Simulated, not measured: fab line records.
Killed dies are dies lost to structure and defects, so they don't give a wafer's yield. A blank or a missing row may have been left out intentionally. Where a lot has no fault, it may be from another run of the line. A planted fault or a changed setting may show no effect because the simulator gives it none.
Chamber matching ; flow sfq line ; SFQ_TRILAYER_I2_VIA_ETCH_VIA_ETCH_070 on rie diel-02: 4 sister chambers
The step etches SiO2 in CHF3, stops on Nb, target depth 260 nm. 14 wafers are shown with their chamber, then 7 later ones without.

## WAFERS, EACH WITH ITS CHAMBER
wafer;chamber;drypump motor current A (A);oes product au (a.u.)
L786.1;3;6.4;0.860
L786.4;1;5.4;0.855
L786.6;0;5.9;0.853
L797.1;0;5.8;0.859
L797.2;3;6.4;0.857
L797.5;2;5.7;0.857
L799.1;1;5.4;0.854
L799.2;0;5.9;0.857
L799.4;2;5.7;0.857
L801.1;3;6.4;0.858
L801.4;2;5.7;0.857
L801.6;3;6.4;0.857
L803.1;1;5.4;0.858
L803.3;0;5.9;0.851

SIGNATURES (averages over the wafers above)
reading;chamber 0;chamber 1;chamber 2;chamber 3;scatter within a chamber
drypump motor current A;5.875;5.400;5.700;6.400;0.0274
oes product au;0.85500;0.85567;0.85700;0.85800;0.00234
Rule: for a wafer and a chamber, the distance is found by dividing, reading by reading, the gap between the wafer's reading and the chamber's mean by the reading's scatter, squaring, summing and taking the root. The wafer belongs to the nearest chamber; if the next one is less than 2 further off, it can't be placed. How the scatter is found: for the shown wafers, subtract from each reading the mean of its chamber, square and add these, divide the total by (wafers less chambers), then take the root.

## WAFERS MISSING THEIR CHAMBER
wafer;drypump motor current A (A);oes product au (a.u.)
L803.6;5.7;0.852
L807.1;5.4;0.862
L807.2;5.7;0.853
L807.6;6.4;0.853
L808.1;5.9;0.842
L808.2;5.4;0.852
L808.4;6.4;0.847

## EACH ONE'S CHAMBER
wafer;from the rows above;in truth
L803.6;2;2
L807.1;1;1
L807.2;2;2
L807.6;3;3
L808.1;0;0
L808.2;1;1
L808.4;3;3
7 of 7 placed correctly. Number that these rows cannot place: 0. Placed wrongly: 0.
